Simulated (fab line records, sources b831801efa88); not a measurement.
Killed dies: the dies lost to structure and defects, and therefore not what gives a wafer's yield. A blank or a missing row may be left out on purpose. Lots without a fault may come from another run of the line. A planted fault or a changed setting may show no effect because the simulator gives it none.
fab line records | flow sky130
record lots=7 wafers=21 lastDay=51
route steps=708 shown RES_XHIGH@334 SD_N@342 PAD_OPEN@708
lots that met no fault: from a run of the same line without faults
startH: start of the lot's first displayed wafer, in hours after the record's first day | waitH: hours from the lot's prior step to this one | " unchanged from the row above | L1.1+2: one row covering several wafers at once | - either no value or no given start | * or withheld: withheld | < > ~ a bound
route shown NAME@n: NAME is a module with steps in the file, n the number in the route of the first one | usual: mean/standard deviation taken from wafers without a fault | same: alike in all rows | chamber/n: place in a boat | sites: per-site readings | _std_site: their standard deviation | _edge_site: inner sites' mean taken away from outer sites' mean | radiusMm: for every site, how far away it sits from the centre of the wafer | mask NAME#n: copy n | behind: the most recent tool/chamber to have shaped the wafer | hold: reason for holding the lot/hours on hold/outcome of the hold | device: whichever transistor did not switch (one of n, p or np) | end of line: at the end of the route, the tests of the same wafers | a step with no rows: only its recipe | killed: dies that structure and defects cost at the first sort, which is not the same as the wafer's yield | map: a wafer's dies, x killed, . not, _ none there
set.NAME: the run value of the setting; set.NAME@STEP: its run value at that earlier step | model.NAME: the simulator's own value behind a step, which no gauge read
a table for each step, a row for each wafer; lots at some steps of the route
services: the hour from which a tool's chamber was out of use, counted from the record's first day as startH (under 0 if before that day), plus the number of hours and why
## steps
# step SKY_RES_XHIGH_COAT_02
# recipe resist=NOVOLAK spinRpm=3000 resistThkNm=1140
# step SKY_RES_XHIGH_SOFTBAKE_03
# recipe tempC=90 timeS=60 resist=NOVOLAK
# step SKY_RES_XHIGH_EXPOSE_04
# recipe maskId=URPM na=0.6 sourceShape=conventional sigmaOuter=0.6 polarization=unpolarized targetCdNm=1270 doseMj=140
# step SKY_RES_XHIGH_PEB_05
# recipe tempC=withheld timeS=* resist=NOVOLAK
# step SKY_RES_XHIGH_DEVELOP_06
# recipe resist=NOVOLAK developer=TMAH developTimeS=60 devTempC=23
# step SKY_RES_XHIGH_IMPLANT_07
# recipe species=BF2 energyKev=20 doseCm2=3.575e+14 tiltDeg=0
# step SKY_RES_XHIGH_STRIP_08
# recipe chemistry=O2/N2 powerW=1400 pressureMtorr=1500 platenTempC=withheld o2FlowSccm=3000 n2FlowSccm=300 overashFraction=0.5
# usual drypumpMotorCurrentA=5.6/0.37 oesProductAu=0.712/0.0046 stripTimeToEndpointS=14.27/0.038
# columns lot.wafer tool chamber startH waitH drypumpMotorCurrentA oesProductAu rfHoursCounterH stripTimeToEndpointS
L970.2 plasmaAsher-02 0 646.75 0.1 5.6 0.713 85 14.26
L970.5 " 0 " " 5.6 0.707 - 14.30
L970.6 " 1 " " 6.1 0.717 - 14.33
L974.1 plasmaAsher-02 0 673.92 0.1 5.6 0.719 88 14.23
L974.2 " 1 " " 6.1 0.703 88 14.23
L974.3 " 0 " " 5.7 0.706 - 14.21
L976.1 plasmaAsher-04 1 696.60 0.1 6.2 0.712 98 14.28
L976.2 " 0 " " 5.6 0.717 98 14.29
L976.5 " 1 " " 6.3 0.712 - 14.27
L978.1 plasmaAsher-03 1 712.32 0.1 5.2 0.717 56 14.23
L978.5 " 1 " " 5.2 0.703 - 14.20
L978.6 " 0 " " 5.3 0.710 - 14.20
L980.4 plasmaAsher-02 1 728.65 0.1 6.1 0.709 - 14.30
L980.5 " 1 " " 6.1 0.714 - 14.29
L980.6 " 0 " " 5.7 0.716 - 14.29
L982.3 plasmaAsher-03 1 739.68 0.1 5.2 0.711 - 14.26
L982.4 " 0 " " 5.3 0.716 - 14.24
L982.6 " 1 " " 5.2 0.715 - 14.23
L992.1 plasmaAsher-02 0 808.25 0.1 5.7 0.716 102 14.26
L992.4 " 1 " " 6.1 0.710 - 14.31
L992.5 " 0 " " 5.6 0.718 - 14.30
# step SKY_RES_XHIGH_TW_MEAS_09
# usual RES_XHIGH_TW=1635/16
# columns lot.wafer tool chamber startH waitH RES_XHIGH_TW
L970.2 filmMetro-04 - 646.86 0.1 1643
L970.5 " - " " 1641
L970.6 " - " " 1638
L974.1 filmMetro-04 - 674.02 0.1 1660
L974.2 " - " " 1654
L974.3 " - " " 1645
L976.1 filmMetro-04 - 696.70 0.1 1636
L976.2 " - " " 1643
L976.5 " - " " 1647
L978.1 filmMetro-04 - 712.42 0.1 1645
L978.5 " - " " 1645
L978.6 " - " " 1646
L980.4 filmMetro-03 - 728.75 0.1 1639
L980.5 " - " " 1634
L980.6 " - " " 1648
L982.3 filmMetro-01 - 739.77 0.1 1604
L982.4 " - " " 1612
L982.6 " - " " 1616
L992.1 filmMetro-03 - 808.35 0.1 1629
L992.4 " - " " 1641
L992.5 " - " " 1638
# step SKY_SD_N_DEHYDRATE_00
# recipe tempC=200 timeS=60
# step SKY_SD_N_HMDS_01
# recipe primeTimeS=60 primeTempC=120
# step SKY_SD_N_COAT_02
# recipe resist=NOVOLAK spinRpm=3000 resistThkNm=1140
# step SKY_SD_N_SOFTBAKE_03
# recipe tempC=90 timeS=60 resist=NOVOLAK
# step SKY_SD_N_EXPOSE_04
# recipe maskId=NSDM na=0.6 sourceShape=conventional sigmaOuter=0.6 polarization=unpolarized targetCdNm=380 doseMj=141
# columns lot.wafer tool chamber startH waitH mask model.SD_N.overlayXNm
L970.2+5+6 ilineStepper-02 0 661.59 - NSDM#0 -0.6148
L974.1+2+3 ilineStepper-01 0 688.72 - NSDM#0 -0.4006
L976.1+2+5 ilineStepper-01 0 711.52 - NSDM#0 0.3311
L978.1+5+6 ilineStepper-01 0 727.21 - NSDM#0 269.7
L980.4+5+6 ilineStepper-01 0 742.70 - NSDM#0 269.5
L982.3+4+6 ilineStepper-01 0 754.53 - NSDM#0 270.4
L992.1+4+5 ilineStepper-02 0 821.79 - NSDM#0 -0.429
# step SKY_SD_N_PEB_05
# recipe tempC=withheld timeS=* resist=NOVOLAK
# step SKY_SD_N_DEVELOP_06
# recipe resist=NOVOLAK developer=TMAH developTimeS=60 devTempC=23
# step SKY_SD_N_CD_MEAS_07
# recipe targetCdNm=380
# usual cdNm=379.1/2.6
# columns lot.wafer tool chamber startH waitH cdNm
L970.2 cdSem-01 - 675.59 0.1 379.9
L970.5 " - " " 380.9
L970.6 " - " " 381.5
L974.1 cdSem-01 - 702.51 0.1 378.9
L974.2 " - " " 380.1
L974.3 " - " " 378.5
L976.1 cdSem-02 - 725.81 0.1 374.5
L976.2 " - " " 374.4
L976.5 " - " " 373.3
L978.1 cdSem-02 - 740.42 0.1 378.4
L978.5 " - " " 378.2
L978.6 " - " " 378.3
L980.4 cdSem-01 - 757.13 0.1 379.9
L980.5 " - " " 380.0
L980.6 " - " " 378.1
L982.3 cdSem-01 - 768.16 0.1 378.0
L982.4 " - " " 379.5
L982.6 " - " " 377.2
L992.1 cdSem-02 - 835.57 0.1 378.2
L992.4 " - " " 376.9
L992.5 " - " " 376.5
# step SKY_SD_N_OVL_MEAS_08
# usual SD_N_OVL=0.9/1.3
# columns lot.wafer tool chamber startH waitH SD_N_OVL[nm]
L970.2 overlay-02 - 675.69 0.1 0.4
L970.5 " - " " -0.5
L970.6 " - " " 0.8
L974.1 overlay-02 - 702.63 0.1 1.1
L974.2 " - " " 2.8
L974.3 " - " " 1.9
L976.1 overlay-01 - 725.93 0.1 1.4
L976.2 " - " " 1.6
L976.5 " - " " 2.9
L978.1 overlay-02 - 740.54 0.1 271.6
L978.5 " - " " 272.6
L978.6 " - " " 272.9
L980.4 overlay-01 - 757.20 0.1 269.4
L980.5 " - " " 270.6
L980.6 " - " " 269.2
L982.3 overlay-01 - 768.25 0.1 270.6
L982.4 " - " " 271.6
L982.6 " - " " 273.6
L992.1 overlay-02 - 835.69 0.1 -0.2
L992.4 " - " " 0.3
L992.5 " - " " 0.4
# step SKY_SD_N_IMPLANT_09
# recipe species=As energyKev=50 doseCm2=4e+15 tiltDeg=0
# step SKY_PAD_OPEN_PROBE_99
# usual killed_at_M0_to_M3=43/7.3 killed_at_M4_up=3.4/2.1 killedAtContacts=24/5.9 killedAtFrontEnd=14/4 killedAtOther=0.3/0.54 killedDies=85/10 killedOnRim=17/3.7 killedOpen=46/7.7 killedShort=38/6
# same grossDies=492 killedAtBackSide=0
# columns lot.wafer tool chamber startH waitH killed_at_M0_to_M3 killed_at_M4_up killedAtContacts killedAtFrontEnd killedAtOther killedDies killedOnRim killedOpen killedShort
L970.2 prober-02 - 1107.62 0.1 36 7 28 16 2 89 25 46 42
L970.5 prober-02 - 1107.77 0.2 36 4 18 19 1 78 16 46 31
L970.6 prober-02 - 1107.82 0.2 41 2 25 12 1 81 19 46 35
L976.1 prober-01 - 1144.32 0.1 35 1 11 13 0 60 15 24 36
L976.2 prober-01 - 1144.37 0.1 41 1 13 14 0 69 16 36 33
L976.5 prober-01 - 1144.52 0.2 45 3 23 16 1 88 19 52 36
L978.1 prober-01 - 1152.14 0.1 41 4 18 428 1 492 96 39 35
L978.5 prober-01 - 1152.34 0.2 34 6 15 437 0 492 96 31 38
L978.6 prober-01 - 1152.39 0.2 42 4 21 425 0 492 96 48 32
L980.4 prober-01 - 1164.27 0.2 44 1 25 421 1 492 96 37 42
L980.5 prober-01 - 1164.32 0.2 38 3 19 432 0 492 96 42 32
L980.6 prober-01 - 1164.37 0.2 32 5 18 437 0 492 96 33 37
L982.3 prober-01 - 1171.69 0.2 30 5 25 432 0 492 96 41 35
L982.4 prober-01 - 1171.74 0.2 43 7 18 424 0 492 96 42 36
L982.6 prober-01 - 1171.84 0.2 41 3 23 425 0 492 96 44 34
# killed by level:class
L970.2 CONTACT:geometricParticle:open=15 VIA2:geometricParticle:open=9 METAL2:geometricParticle:short=6 METAL4:geometricParticle:short=6 LOCAL_INTERCONNECT:geometricParticle:short=5 FIELD_ISO:geometricParticle:short=4 SPACER:geometricParticle:open=4 METAL1:geometricParticle:short=4
L970.5 LI_CONTACT:geometricParticle:open=10 VIA1:geometricParticle:open=9 VIA3:geometricParticle:open=6 METAL1:geometricParticle:short=5 FIELD_ISO:geometricParticle:short=4 VIA1:geometricParticle:short=4 SPACER:geometricParticle:open=4 METAL4:geometricParticle:short=4
L970.6 LI_CONTACT:geometricParticle:open=9 CONTACT:geometricParticle:open=8 VIA2:geometricParticle:open=8 VIA1:geometricParticle:open=7 VIA3:geometricParticle:open=6 CONTACT:geometricParticle:short=5 METAL3:geometricParticle:short=5 METAL1:geometricParticle:short=4
L976.1 POLY_GATE:geometricParticle:short=6 VIA3:geometricParticle:open=6 METAL2:geometricParticle:short=6 VIA2:geometricParticle:open=5 CONTACT:geometricParticle:open=4 METAL1:geometricParticle:short=4 LI_CONTACT:geometricParticle:short=3 VIA1:geometricParticle:open=3
L976.2 POLY_GATE:geometricParticle:open=7 VIA1:geometricParticle:open=7 VIA2:geometricParticle:open=6 VIA1:geometricParticle:short=6 METAL2:geometricParticle:short=6 CONTACT:geometricParticle:short=4 VIA2:geometricParticle:short=4 VIA3:geometricParticle:open=4
L976.5 LI_CONTACT:geometricParticle:open=9 VIA1:geometricParticle:open=9 POLY_GATE:geometricParticle:open=7 CONTACT:geometricParticle:open=7 METAL1:geometricParticle:short=6 VIA2:geometricParticle:open=6 VIA1:geometricParticle:short=5 CONTACT:geometricParticle:short=4
L978.1 SD_N:overlay=417 VIA1:geometricParticle:open=9 VIA3:geometricParticle:open=8 VIA2:geometricParticle:open=6 CONTACT:geometricParticle:open=5 VIA3:geometricParticle:short=5 LOCAL_INTERCONNECT:geometricParticle:short=4 LI_CONTACT:geometricParticle:open=4
L978.5 SD_N:overlay=423 VIA1:geometricParticle:open=8 METAL2:geometricParticle:short=8 POLY_GATE:geometricParticle:short=7 CONTACT:geometricParticle:open=7 LI_CONTACT:geometricParticle:open=5 VIA1:geometricParticle:short=4 FIELD_ISO:geometricParticle:short=3
L978.6 SD_N:overlay=411 CONTACT:geometricParticle:open=10 VIA3:geometricParticle:open=10 VIA1:geometricParticle:open=9 FIELD_ISO:geometricParticle:short=5 METAL1:geometricParticle:short=5 VIA1:geometricParticle:short=5 LI_CONTACT:geometricParticle:open=4
L980.4 SD_N:overlay=412 CONTACT:geometricParticle:open=7 LOCAL_INTERCONNECT:geometricParticle:short=7 VIA1:geometricParticle:short=7 VIA1:geometricParticle:open=7 VIA3:geometricParticle:open=6 METAL2:geometricParticle:short=5 VIA2:geometricParticle:open=5
L980.5 SD_N:overlay=418 CONTACT:geometricParticle:open=10 VIA1:geometricParticle:open=8 VIA3:geometricParticle:open=6 FIELD_ISO:geometricParticle:short=5 VIA2:geometricParticle:open=5 VIA1:geometricParticle:short=4 VIA3:geometricParticle:short=4
L980.6 SD_N:overlay=422 VIA1:geometricParticle:open=11 VIA1:geometricParticle:short=5 FIELD_ISO:geometricParticle:short=4 POLY_GATE:geometricParticle:short=4 LI_CONTACT:geometricParticle:open=4 LOCAL_INTERCONNECT:geometricParticle:short=4 CONTACT:geometricParticle:short=4
L982.3 SD_N:overlay=416 CONTACT:geometricParticle:open=10 VIA1:geometricParticle:open=7 LI_CONTACT:geometricParticle:open=6 METAL2:geometricParticle:short=5 VIA3:geometricParticle:open=5 POLY_GATE:geometricParticle:short=4 VIA2:geometricParticle:short=4
L982.4 SD_N:overlay=414 VIA1:geometricParticle:open=12 CONTACT:geometricParticle:open=10 METAL2:geometricParticle:short=10 VIA2:geometricParticle:open=6 METAL4:geometricParticle:short=5 METAL1:geometricParticle:short=4 CONTACT:geometricParticle:short=4
L982.6 SD_N:overlay=414 VIA1:geometricParticle:open=13 CONTACT:geometricParticle:open=10 VIA2:geometricParticle:open=6 FIELD_ISO:geometricParticle:short=5 METAL1:geometricParticle:short=5 VIA3:geometricParticle:open=5 LI_CONTACT:geometricParticle:open=4
# map L978.1 (x killed, . not)
__________xxxxxxxxxx_________
________xxxxxxxxxxxxxx_______
______xxxxxxxxxxxxxxxxxx_____
_____xxxxxxxxxxxxxxxxxxxx____
____xxxxxxxxxxxxxxxxxxxxxx___
___xxxxxxxxxxxxxxxxxxxxxxxx__
__xxxxxxxxxxxxxxxxxxxxxxxxxx_
_xxxxxxxxxxxxxxxxxxxxxxxxxxxx
_xxxxxxxxxxxxxxxxxxxxxxxxxxxx
_xxxxxxxxxxxxxxxxxxxxxxxxxxxx
_xxxxxxxxxxxxxxxxxxxxxxxxxxxx
_xxxxxxxxxxxxxxxxxxxxxxxxxxxx
_xxxxxxxxxxxxxxxxxxxxxxxxxxxx
_xxxxxxxxxxxxxxxxxxxxxxxxxxxx
_xxxxxxxxxxxxxxxxxxxxxxxxxxxx
__xxxxxxxxxxxxxxxxxxxxxxxxxx_
___xxxxxxxxxxxxxxxxxxxxxxxx__
____xxxxxxxxxxxxxxxxxxxxxx___
_____xxxxxxxxxxxxxxxxxxxx____
______xxxxxxxxxxxxxxxxxx_____
________xxxxxxxxxxxxxx_______
__________xxxxxxxxxx_________
# map L980.4 (x killed, . not)
__________xxxxxxxxxx_________
________xxxxxxxxxxxxxx_______
______xxxxxxxxxxxxxxxxxx_____
_____xxxxxxxxxxxxxxxxxxxx____
____xxxxxxxxxxxxxxxxxxxxxx___
___xxxxxxxxxxxxxxxxxxxxxxxx__
__xxxxxxxxxxxxxxxxxxxxxxxxxx_
_xxxxxxxxxxxxxxxxxxxxxxxxxxxx
_xxxxxxxxxxxxxxxxxxxxxxxxxxxx
_xxxxxxxxxxxxxxxxxxxxxxxxxxxx
_xxxxxxxxxxxxxxxxxxxxxxxxxxxx
_xxxxxxxxxxxxxxxxxxxxxxxxxxxx
_xxxxxxxxxxxxxxxxxxxxxxxxxxxx
_xxxxxxxxxxxxxxxxxxxxxxxxxxxx
_xxxxxxxxxxxxxxxxxxxxxxxxxxxx
__xxxxxxxxxxxxxxxxxxxxxxxxxx_
___xxxxxxxxxxxxxxxxxxxxxxxx__
____xxxxxxxxxxxxxxxxxxxxxx___
_____xxxxxxxxxxxxxxxxxxxx____
______xxxxxxxxxxxxxxxxxx_____
________xxxxxxxxxxxxxx_______
__________xxxxxxxxxx_________
## services
# columns tool chamber startH hours kind
ilineStepper-02 - 646.89 2.1 pm
ilineStepper-02 - 648.98 - consumableReplace:lamp
ilineStepper-02 0 655.99 - calibration
ilineStepper-01 0 660.37 - calibration
ilineStepper-02 - 681.00 5.2 repair
ilineStepper-02 - 687.91 1.7 pm
ilineStepper-02 - 712.65 5.2 repair
plasmaAsher-04 - 733.75 9.0 pm
plasmaAsher-04 0 733.75 9.0 ventCycle
plasmaAsher-04 1 733.75 9.0 ventCycle
plasmaAsher-04 0 742.75 - clean
plasmaAsher-04 1 742.75 - clean
plasmaAsher-04 - 762.01 3.9 repair
plasmaAsher-03 - 765.50 1.9 repair
plasmaAsher-03 - 789.00 0.8 repair
## key
firstSign step=SKY_SD_N_OVL_MEAS_08 reading=SD_N_OVL direction=up sigmas=99+ usual=0.9 struck=271.3
effect step=SKY_PAD_OPEN_PROBE_99 reading=killedAtFrontEnd direction=up sigmas=99+ usual=14 struck=429
modelEffect step=SKY_SD_N_EXPOSE_04 value=SD_N.overlayXNm without=-0.08048 struck=269.8
moreKillsBornAt SKY_SD_N_EXPOSE_04@ilineStepper-01=3747
metAt SKY_SD_N_EXPOSE_04
struckWafers L978.1,L978.5,L978.6,L980.4,L980.5,L980.6,L982.3,L982.4,L982.6
testerLeftOut L978,L980,L982
onsetBetween 711.52 727.21
fault kind=scannerMatchingOverlay tool=ilineStepper-01 chamber=- onsetH=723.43 steps=SKY_SD_N_EXPOSE_04 offset=269.93
# testerLeftOut: of these lots the tester's yield and bins aren't shown, on N5 and GAA mostly nor the transistor test; their killed dies are dies lost to structure and defects alone, not to doping, threshold or leakage, so they don't give the yield
